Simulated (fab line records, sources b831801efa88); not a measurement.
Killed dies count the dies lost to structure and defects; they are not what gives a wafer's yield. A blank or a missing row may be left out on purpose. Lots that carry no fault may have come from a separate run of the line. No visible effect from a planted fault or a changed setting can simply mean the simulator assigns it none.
fab line records	flow sfq_line
record lots=15	wafers=45	last_day=97
route steps=325 shown M3@130 I3@146 M5@207 M7@282
lots that met no fault: from a run of the same line without faults
start_h: hours from the record's first day to the start of the lot's first wafer shown	wait_h: time in hours since the lot's previous step	" unchanged from the row above	L1.1+2: a row that stands for several wafers	- either no value or no given start	* or withheld: withheld	< > ~ a bound
route shown NAME@n: NAME is a module with steps in the file, n the number in the route of the first one	usual: mean/standard deviation of fault-free wafers	same: alike in all rows	chamber/n: place in a boat	sites: per-site readings	_std_site: the standard deviation of these	_edge_site: the outer-site mean with the inner-site mean subtracted	radius_mm: how far each site lies from the wafer's centre	mask NAME#n: copy n	behind: the most recent tool/chamber to have shaped the wafer	hold: the reason the lot was held/the length of the hold in hours/how it ended	device: the n, p or np transistor that did not switch	end of line: the same wafers' tests at the end of the route	a step given without rows: its recipe and nothing more	killed: dies that structure and defects cost at the first sort, which is not the same as the wafer's yield	map: a wafer's dies, x killed, . not, _ none there
set.NAME: the setting as run; set.NAME@STEP: as run at that earlier step	model.NAME: the simulator's own value behind a step, which no gauge read
a sample of lots followed through the steps of the route, with each step as a table and each wafer as a row
services: the hour from which a tool's chamber was out of use, counted from the record's first day as start_h (under 0 if before that day), plus the number of hours and why
## steps
# step SFQ_TRILAYER_M3_ETCH_METAL_ETCH_078
# recipe target=Nb	stop_on=SiO2	mask_material=PR	chemistry=Cl2/Ar	target_depth_nm=240	icp_w=600	bias_w=80	pressure_mtorr=10	time_s=120
# usual chamber_pressure_mTorr=9.999/0.0094	drypump_motor_current_A=5.6/0.44	oes_product_au=0.905/0.0065
# same time_s=120
lot.wafer	tool	chamber	start_h	wait_h	chamber_pressure_mTorr	drypump_motor_current_A	oes_product_au	rf_hours_counter_h
L133.1	rie_metal-03	0	1093.70	0.0	10.005	5.6	0.914	61
L133.2	"	1	"	"	9.991	4.8	0.901	120
L133.5	"	1	"	"	9.990	4.8	0.903	-
L134.1	rie_metal-01	1	1094.90	0.0	9.991	5.4	0.909	112
L134.2	"	0	"	"	10.001	5.9	0.903	6
L134.5	"	1	"	"	10.000	5.4	0.907	-
L135.1	rie_metal-04	1	1102.10	0.0	10.011	6.2	0.903	92
L135.5	"	1	"	"	10.013	6.2	0.913	-
L135.6	"	0	"	"	9.968	5.5	0.895	-
L136.2	rie_metal-04	1	1119.15	0.0	9.997	6.2	0.905	94
L136.3	"	1	"	"	9.996	6.2	0.895	-
L136.6	"	1	"	"	9.988	6.2	0.899	-
L138.1	rie_metal-04	1	1152.19	0.0	10.012	6.2	0.900	100
L138.4	"	1	"	"	9.982	6.2	0.903	-
L138.5	"	0	"	"	10.007	5.5	0.902	-
L141.3	rie_metal-01	1	1193.28	0.1	9.995	5.4	0.898	-
L141.4	"	0	"	"	9.999	5.9	0.900	-
L141.5	"	0	"	"	9.998	5.9	0.893	-
L143.3	rie_metal-03	0	1205.28	0.1	10.001	5.6	0.905	-
L143.5	"	1	"	"	10.002	4.8	0.907	-
L143.6	"	0	"	"	9.997	5.5	0.909	-
L144.3	rie_metal-04	0	1217.28	0.1	9.998	5.5	0.909	-
L144.4	"	1	"	"	9.999	6.2	0.907	-
L144.5	"	0	"	"	9.978	5.5	0.912	-
L147.1	rie_metal-04	0	1255.89	0.0	9.985	5.6	0.895	55
L147.3	"	1	"	"	9.998	6.2	0.893	-
L147.6	"	1	"	"	10.006	6.2	0.897	-
L148.2	rie_metal-03	1	1260.69	0.0	9.986	4.8	0.916	11
L148.3	"	0	"	"	10.001	5.6	0.903	-
L148.4	"	1	"	"	10.002	4.8	0.909	-
L149.3	rie_metal-04	0	1273.73	0.1	10.000	5.5	0.905	-
L149.5	"	1	"	"	9.990	6.2	0.900	-
L149.6	"	0	"	"	10.007	5.5	0.903	-
L153.3	rie_metal-01	1	1284.77	0.1	9.992	5.4	0.902	-
L153.4	"	0	"	"	10.001	5.9	0.901	-
L153.5	"	1	"	"	9.998	5.4	0.909	-
L154.2	rie_metal-03	0	1296.75	0.0	10.003	5.6	0.907	90
L154.3	"	0	"	"	10.004	5.6	0.907	-
L154.4	"	1	"	"	10.011	4.8	0.898	-
L155.1	rie_metal-01	1	1308.94	0.0	9.993	5.4	0.908	9
L155.5	"	1	"	"	10.003	5.4	0.913	-
L155.6	"	0	"	"	10.017	5.9	0.896	-
L156.1	rie_metal-03	1	1314.53	0.0	10.004	4.9	0.906	19
L156.4	"	1	"	"	9.992	4.9	0.901	-
L156.6	"	1	"	"	9.991	4.8	0.904	-
# step SFQ_TRILAYER_I3_VIA_STRIP_STRIP_089
# recipe gas=O2	power_w=200	platen_temp_c=40	overash_fraction=0.65	chemistry=O2	pressure_mtorr=50
# usual chamber_pressure_mTorr=50.00/0.044	drypump_motor_current_A=5.6/0.42	oes_product_au=0.999/0.0079
lot.wafer	tool	chamber	start_h	wait_h	chamber_pressure_mTorr	drypump_motor_current_A	oes_product_au	rf_hours_counter_h
L133.1	rie_metal-01	1	1102.44	-	49.99	5.3	0.990	113
L133.2	"	0	"	"	49.92	5.9	0.999	7
L133.5	"	0	"	"	50.15	5.9	0.991	-
L134.1	rie_metal-02	0	1131.34	-	50.08	6.0	1.006	16
L134.2	"	1	"	"	49.98	6.3	1.012	130
L134.5	"	0	"	"	50.04	6.0	1.002	-
L135.1	rie_metal-01	1	1132.54	-	49.97	5.4	0.985	117
L135.5	"	1	"	"	49.94	5.4	0.988	-
L135.6	"	0	"	"	49.93	5.9	0.989	-
L136.2	rie_metal-03	0	1134.94	-	50.01	5.5	1.002	-
L136.3	"	0	"	"	50.00	5.6	1.005	-
L136.6	"	0	"	"	49.98	5.6	1.004	-
L138.1	rie_metal-03	0	1162.99	-	49.97	5.6	0.999	74
L138.4	"	1	"	"	49.89	4.8	0.984	-
L138.5	"	1	"	"	49.97	4.8	0.995	-
L141.3	rie_metal-01	1	1346.23	-	50.03	5.4	1.004	-
L141.4	"	0	"	"	49.96	5.9	1.007	-
L141.5	"	1	"	"	49.98	5.4	0.999	-
L143.3	rie_metal-01	1	1358.23	-	50.00	5.4	1.000	-
L143.5	"	0	"	"	50.05	5.9	1.005	-
L143.6	"	1	"	"	49.94	5.4	1.009	-
L144.3	rie_metal-02	1	1369.03	-	49.99	6.3	0.997	-
L144.4	"	0	"	"	50.03	6.0	0.997	-
L144.5	"	1	"	"	49.96	6.3	1.014	-
L147.1	rie_metal-01	0	1412.16	-	50.00	5.9	1.007	47
L147.3	"	0	"	"	49.99	5.9	1.003	-
L147.6	"	0	"	"	49.89	5.9	1.010	-
L148.2	rie_metal-01	0	1418.16	-	50.01	5.9	0.998	47
L148.3	"	0	"	"	50.01	5.9	0.996	-
L148.4	"	1	"	"	50.09	5.4	0.998	-
L149.3	rie_metal-03	0	1425.56	-	50.09	5.6	1.010	-
L149.5	"	0	"	"	50.00	5.5	1.017	-
L149.6	"	1	"	"	50.04	4.8	0.998	-
L153.3	rie_metal-01	1	1441.16	-	50.02	5.3	0.995	-
L153.4	"	0	"	"	50.05	5.9	0.995	-
L153.5	"	1	"	"	49.93	5.4	0.986	-
L154.2	rie_metal-03	0	1445.76	-	50.05	5.6	1.015	108
L154.3	"	0	"	"	49.89	5.6	1.007	-
L154.4	"	1	"	"	50.05	4.9	0.996	-
L155.1	rie_metal-01	0	1458.54	-	49.96	5.8	1.002	52
L155.5	"	1	"	"	49.96	5.4	0.998	-
L155.6	"	0	"	"	50.01	5.9	0.989	-
L156.1	rie_metal-01	1	1463.34	-	49.99	5.4	0.994	28
L156.4	"	1	"	"	50.04	5.4	0.994	-
L156.6	"	1	"	"	50.05	5.3	0.998	-
# step SFQ_TRILAYER_M5_STRIP_STRIP_127
# recipe gas=O2	power_w=200	platen_temp_c=40	overash_fraction=0.65	chemistry=O2	pressure_mtorr=50
# usual chamber_pressure_mTorr=50.00/0.045	drypump_motor_current_A=5.7/0.46	oes_product_au=0.999/0.0073
lot.wafer	tool	chamber	start_h	wait_h	chamber_pressure_mTorr	drypump_motor_current_A	oes_product_au	rf_hours_counter_h
L133.1	rie_metal-01	0	1662.28	0.1	50.06	5.9	0.992	78
L133.2	"	1	"	"	49.94	5.4	0.993	53
L133.5	"	1	"	"	49.97	5.3	0.991	-
L134.1	rie_metal-01	1	1673.20	0.1	50.06	5.4	0.993	55
L134.2	"	0	"	"	50.04	5.9	1.002	80
L134.5	"	0	"	"	50.01	5.9	0.997	-
L135.1	rie_metal-02	1	1675.69	0.2	49.99	6.3	1.004	59
L135.5	"	0	"	"	50.09	6.1	1.009	-
L135.6	"	1	"	"	49.97	6.3	1.001	-
L136.2	rie_metal-03	1	1679.20	0.1	50.01	4.8	0.988	71
L136.3	"	1	"	"	50.02	4.9	1.000	-
L136.6	"	1	"	"	49.95	4.8	0.991	-
L138.1	rie_metal-01	0	1693.60	0.1	50.03	5.9	0.997	81
L138.4	"	0	"	"	50.08	5.9	1.014	-
L138.5	"	1	"	"	50.01	5.3	1.008	-
L141.3	rie_metal-02	0	1738.33	0.3	49.89	6.0	0.996	-
L141.4	"	1	"	"	49.91	6.3	1.001	-
L141.5	"	0	"	"	50.01	6.0	1.008	-
L143.3	rie_metal-01	0	1755.13	0.3	50.00	5.8	0.990	-
L143.5	"	1	"	"	49.92	5.4	0.991	-
L143.6	"	0	"	"	49.99	5.8	1.003	-
L144.3	rie_metal-02	1	1763.53	0.3	49.97	6.3	1.014	-
L144.4	"	0	"	"	49.98	6.1	0.998	-
L144.5	"	1	"	"	50.00	6.3	1.008	-
L147.1	rie_metal-02	1	1814.66	0.1	49.91	6.3	1.003	79
L147.3	"	1	"	"	49.94	6.3	1.006	-
L147.6	"	0	"	"	49.97	6.0	1.002	-
L148.2	rie_metal-02	0	1817.06	0.1	49.99	6.0	0.996	111
L148.3	"	1	"	"	49.96	6.3	1.002	-
L148.4	"	0	"	"	49.95	6.0	1.003	-
L149.3	rie_metal-02	1	1819.66	0.3	49.89	6.3	1.003	-
L149.5	"	1	"	"	49.99	6.3	1.002	-
L149.6	"	0	"	"	49.93	6.0	1.002	-
L153.3	rie_metal-01	0	1829.26	0.3	50.07	5.9	1.005	-
L153.4	"	1	"	"	50.02	5.4	0.991	-
L153.5	"	1	"	"	49.99	5.4	1.004	-
L154.2	rie_metal-02	0	1832.66	0.1	50.04	6.0	1.012	114
L154.3	"	0	"	"	50.02	6.1	1.015	-
L154.4	"	1	"	"	50.00	6.3	1.015	-
L155.1	rie_metal-03	0	1833.86	0.1	50.05	5.5	0.997	32
L155.5	"	1	"	"	49.95	4.8	0.994	-
L155.6	"	0	"	"	50.03	5.6	0.993	-
L156.1	rie_metal-02	1	1835.06	0.1	50.02	6.3	0.999	83
L156.4	"	1	"	"	50.04	6.3	1.003	-
L156.6	"	1	"	"	50.12	6.3	1.012	-
# step SFQ_TRILAYER_M7_DEP_SPUTTER_175
# recipe material=Nb	base_pressure_pa=1.33e-06	chamber_pressure_pa=0.1333	substrate_temp_c=20	target_thk_nm=200	power_w=2000	time_s=127.5
# usual base_pressure_pa=1.32e-06/8.7e-08	cathode_dc_power_W=2000.0/0.41	substrate_temp_c=19.99/0.1	throttle_valve_pct=29.6/1.1	time_s=127.5/0
lot.wafer	tool	chamber	start_h	wait_h	base_pressure_pa	cathode_dc_power_W	substrate_temp_c	throttle_valve_pct	time_s
L133.1	pvd_sputter-06	-	1853.13	0.0	1.43e-06	2000.6	20.17	31.6	127.5
L133.2	"	-	"	"	1.34e-06	2000.7	19.99	28.4	127.5
L133.5	"	-	"	"	1.41e-06	2000.0	20.00	28.8	127.5
L134.1	pvd_sputter-06	-	1855.35	0.0	1.13e-06	1999.9	19.86	28.6	127.5
L134.2	"	-	"	"	1.37e-06	2000.4	20.10	28.2	127.5
L134.5	"	-	"	"	1.41e-06	1999.8	20.00	28.0	127.5
L135.1	pvd_sputter-04	-	1857.29	0.0	1.33e-06	1999.9	20.04	28.2	127.5
L135.5	"	-	"	"	1.36e-06	2000.2	19.98	29.2	127.5
L135.6	"	-	"	"	1.32e-06	2000.0	19.92	30.6	127.5
L136.2	pvd_sputter-06	-	1860.04	0.0	1.48e-06	1999.6	19.81	28.7	127.5
L136.3	"	-	"	"	1.35e-06	2000.0	19.92	28.1	127.5
L136.6	"	-	"	"	1.28e-06	2000.1	19.83	28.3	127.5
L138.1	pvd_sputter-06	-	1872.11	0.0	1.3e-06	2000.0	19.78	28.4	127.5
L138.4	"	-	"	"	1.32e-06	2000.4	19.97	31.3	127.5
L138.5	"	-	"	"	1.32e-06	2000.4	19.98	27.9	127.5
L141.3	pvd_sputter-04	-	1885.59	0.0	1.5e-06	1999.5	20.11	29.7	127.5
L141.4	"	-	"	"	1.32e-06	1999.4	19.75	29.2	127.5
L141.5	"	-	"	"	1.4e-06	1999.7	20.05	28.9	127.5
L143.3	pvd_sputter-04	-	1900.56	0.0	1.23e-06	1999.9	20.12	29.1	127.5
L143.5	"	-	"	"	1.29e-06	1999.8	19.94	29.4	127.5
L143.6	"	-	"	"	1.39e-06	1999.7	20.03	29.1	127.5
L144.3	pvd_sputter-06	-	1912.24	0.0	1.3e-06	1999.8	19.93	28.7	127.5
L144.4	"	-	"	"	1.19e-06	1999.6	20.03	31.4	127.5
L144.5	"	-	"	"	1.32e-06	2000.9	19.82	28.7	127.5
L147.1	pvd_sputter-06	-	1962.07	0.0	-	-	-	-	-
L147.3	"	-	"	"	-	-	-	-	-
L147.6	"	-	"	"	-	-	-	-	-
L148.2	pvd_sputter-04	-	1963.27	0.0	-	-	-	-	-
L148.3	"	-	"	"	-	-	-	-	-
L148.4	"	-	"	"	-	-	-	-	-
L149.3	pvd_sputter-05	-	1967.47	0.0	-	-	-	-	-
L149.5	"	-	"	"	-	-	-	-	-
L149.6	"	-	"	"	-	-	-	-	-
L153.3	pvd_sputter-05	-	2115.21	0.0	1.4e-06	1999.6	19.79	30.5	127.5
L153.4	"	-	"	"	1.26e-06	1999.8	20.14	30.6	127.5
L153.5	"	-	"	"	1.29e-06	1999.9	19.79	30.4	127.5
L154.2	pvd_sputter-05	-	2144.10	0.0	1.35e-06	2000.0	20.07	31.1	127.5
L154.3	"	-	"	"	1.25e-06	1999.7	20.06	29.5	127.5
L154.4	"	-	"	"	1.34e-06	2000.8	20.21	31.0	127.5
L155.1	pvd_sputter-04	-	2145.30	0.0	1.35e-06	1999.1	19.98	29.5	127.5
L155.5	"	-	"	"	1.39e-06	2000.5	19.99	28.4	127.5
L155.6	"	-	"	"	1.25e-06	1999.7	19.99	30.3	127.5
L156.1	pvd_sputter-06	-	2147.70	0.0	1.04e-06	1999.3	19.94	28.6	127.5
L156.4	"	-	"	"	1.32e-06	2000.0	19.97	28.8	127.5
L156.6	"	-	"	"	1.36e-06	2000.6	20.10	28.7	127.5
# step SFQ_M7_RS_MEAS_943
# recipe thk_meas_gauge=four-point-probe	reads=Nb_of_TRILAYER_M7_DEP_SPUTTER_175
# usual M7_NB_RS=0.925/0.0069
lot.wafer	tool	chamber	start_h	wait_h	M7_NB_RS[ohm/sq]
L133.1	film_metro-03	-	1853.22	0.0	0.929
L133.2	"	-	"	"	0.926
L133.5	"	-	"	"	0.927
L134.1	film_metro-01	-	1855.44	0.0	0.919
L134.2	"	-	"	"	0.929
L134.5	"	-	"	"	0.931
L135.1	film_metro-04	-	1857.38	0.0	0.928
L135.5	"	-	"	"	0.925
L135.6	"	-	"	"	0.926
L136.2	film_metro-03	-	1860.15	0.1	0.935
L136.3	"	-	"	"	0.937
L136.6	"	-	"	"	0.938
L138.1	film_metro-03	-	1872.20	0.0	0.915
L138.4	"	-	"	"	0.931
L138.5	"	-	"	"	0.928
L141.3	film_metro-04	-	1885.72	0.1	0.928
L141.4	"	-	"	"	0.919
L141.5	"	-	"	"	0.919
L143.3	film_metro-04	-	1900.70	0.1	0.920
L143.5	"	-	"	"	0.927
L143.6	"	-	"	"	0.919
L144.3	film_metro-01	-	1912.38	0.1	0.916
L144.4	"	-	"	"	0.929
L144.5	"	-	"	"	0.931
L147.1	film_metro-01	-	1962.16	0.0	-
L147.3	"	-	"	"	-
L147.6	"	-	"	"	-
L148.2	film_metro-03	-	1963.38	0.1	-
L148.3	"	-	"	"	-
L148.4	"	-	"	"	-
L149.3	film_metro-03	-	1967.60	0.1	-
L149.5	"	-	"	"	-
L149.6	"	-	"	"	-
L153.3	film_metro-01	-	2115.34	0.1	0.939
L153.4	"	-	"	"	0.937
L153.5	"	-	"	"	0.933
L154.2	film_metro-03	-	2144.21	0.1	0.922
L154.3	"	-	"	"	0.926
L154.4	"	-	"	"	0.927
L155.1	film_metro-01	-	2145.39	0.0	0.939
L155.5	"	-	"	"	0.938
L155.6	"	-	"	"	0.939
L156.1	film_metro-03	-	2147.79	0.0	0.931
L156.4	"	-	"	"	0.932
L156.6	"	-	"	"	0.937
# step SFQ_TRILAYER_M7_ETCH_METAL_ETCH_180
# recipe target=Nb	stop_on=SiO2	mask_material=PR	chemistry=Cl2/Ar	target_depth_nm=240	icp_w=600	bias_w=80	pressure_mtorr=10	time_s=120
# usual chamber_pressure_mTorr=10.000/0.011	drypump_motor_current_A=5.9/0.33	oes_product_au=0.875/0.0059
# same time_s=120
lot.wafer	tool	chamber	start_h	wait_h	chamber_pressure_mTorr	drypump_motor_current_A	oes_product_au	rf_hours_counter_h
L133.1	rie_metal-04	1	1954.02	0.0	9.996	6.2	0.867	82
L133.2	"	0	"	"	10.019	5.6	0.872	19
L133.5	"	0	"	"	10.001	5.6	0.881	-
L134.1	rie_metal-01	1	1957.62	0.0	10.001	5.4	0.880	103
L134.2	"	0	"	"	9.996	5.9	0.864	128
L134.5	"	1	"	"	10.003	5.4	0.877	-
L135.1	rie_metal-04	1	1958.82	0.0	9.989	6.2	0.877	82
L135.5	"	1	"	"	9.988	6.2	0.870	-
L135.6	"	0	"	"	10.001	5.6	0.877	-
L136.2	rie_metal-01	0	1963.16	0.0	10.006	5.9	0.870	128
L136.3	"	1	"	"	10.010	5.4	0.867	-
L136.6	"	1	"	"	10.004	5.4	0.869	-
L138.1	rie_metal-04	0	1975.16	0.0	10.009	5.6	0.885	22
L138.4	"	1	"	"	10.016	6.2	0.877	-
L138.5	"	0	"	"	9.987	5.6	0.874	-
L141.3	rie_metal-02	1	1994.40	0.1	9.993	6.3	0.869	-
L141.4	"	0	"	"	10.003	6.0	0.876	-
L141.5	"	1	"	"	10.005	6.2	0.864	-
L143.3	rie_metal-02	1	2007.60	0.1	10.012	6.3	0.880	-
L143.5	"	0	"	"	10.012	6.1	0.880	-
L143.6	"	1	"	"	9.991	6.3	0.878	-
L144.3	rie_metal-04	0	2014.93	0.1	10.002	5.5	0.874	-
L144.4	"	1	"	"	9.996	6.2	0.872	-
L144.5	"	0	"	"	9.978	5.5	0.874	-
L147.1	rie_metal-04	1	2056.88	0.0	10.002	6.2	0.373	97
L147.3	"	0	"	"	9.989	5.6	0.374	-
L147.6	"	1	"	"	10.025	6.2	0.380	-
L148.2	rie_metal-01	0	2061.68	0.0	9.996	5.9	0.372	8
L148.3	"	1	"	"	9.999	5.4	0.378	-
L148.4	"	0	"	"	9.998	5.9	0.378	-
L149.3	rie_metal-02	1	2067.73	0.1	10.018	6.3	0.371	-
L149.5	"	0	"	"	9.996	6.0	0.372	-
L149.6	"	1	"	"	10.009	6.3	0.380	-
L153.3	rie_metal-02	0	2120.42	0.1	9.999	6.0	0.868	-
L153.4	"	0	"	"	9.996	6.1	0.872	-
L153.5	"	0	"	"	10.008	6.0	0.867	-
L154.2	rie_metal-04	1	2146.72	0.0	9.988	6.2	0.880	107
L154.3	"	0	"	"	10.010	5.6	0.876	-
L154.4	"	1	"	"	10.007	6.2	0.879	-
L155.1	rie_metal-02	0	2147.92	0.0	9.995	6.1	0.861	26
L155.5	"	1	"	"	10.003	6.3	0.873	-
L155.6	"	0	"	"	10.007	6.1	0.875	-
L156.1	rie_metal-04	1	2150.44	0.0	10.004	6.2	0.870	107
L156.4	"	0	"	"	9.986	5.6	0.870	-
L156.6	"	1	"	"	10.013	6.2	0.873	-
## services
tool	chamber	start_h	hours	kind
rie_metal-01	-	1071.12	0.8	repair
rie_metal-02	-	1077.44	1.4	pm
rie_metal-01	1	1138.92	8.7	repair
rie_metal-01	-	1163.17	0.1	repair
rie_metal-02	-	1169.69	4.3	pm
rie_metal-01	-	1189.04	1.4	pm
rie_metal-04	0	1195.77	11.2	repair
rie_metal-02	1	1242.44	1.6	repair
rie_metal-02	-	1327.47	1.0	repair
rie_metal-02	1	1375.93	2.5	repair
rie_metal-04	-	1393.88	1.0	repair
rie_metal-01	-	1464.02	0.3	repair
rie_metal-02	1	1501.62	9.2	repair
rie_metal-02	-	1530.57	2.8	pm
rie_metal-01	-	1583.79	0.5	repair
rie_metal-02	1	1611.34	20.7	repair
rie_metal-04	0	1675.12	2.7	repair
rie_metal-02	-	1703.21	0.8	repair
rie_metal-02	1	1724.47	6.1	repair
rie_metal-02	0	1852.21	7.7	repair
rie_metal-02	-	1941.40	14.6	pm
rie_metal-02	-	1956.69	0.2	repair
rie_metal-01	-	2006.24	2.8	pm
rie_metal-01	-	2032.17	2.1	repair
## key
first_sign step=SFQ_TRILAYER_M7_DEP_SPUTTER_175	reading=tool_record	direction=missing
effect step=SFQ_M7_RS_MEAS_943	reading=M7_NB_RS	direction=missing
effect step=SFQ_TRILAYER_M7_ETCH_METAL_ETCH_180	reading=oes_product_au	direction=down	sigmas=85	usual=0.875	struck=0.375
met_at SFQ_TRILAYER_M7_DEP_SPUTTER_175
struck_lots L147,L148,L149
not_acting_at SFQ_TRILAYER_M3_ETCH_METAL_ETCH_078,SFQ_TRILAYER_I3_VIA_STRIP_STRIP_089,SFQ_TRILAYER_M5_STRIP_STRIP_127
onset_between 1912.24 1962.07
fault kind=skipped_step_whole	tool=pvd_sputter-04,pvd_sputter-05,pvd_sputter-06	chamber=-	onset_h=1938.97	steps=SFQ_TRILAYER_M7_DEP_SPUTTER_175	scope=struck_lots_only
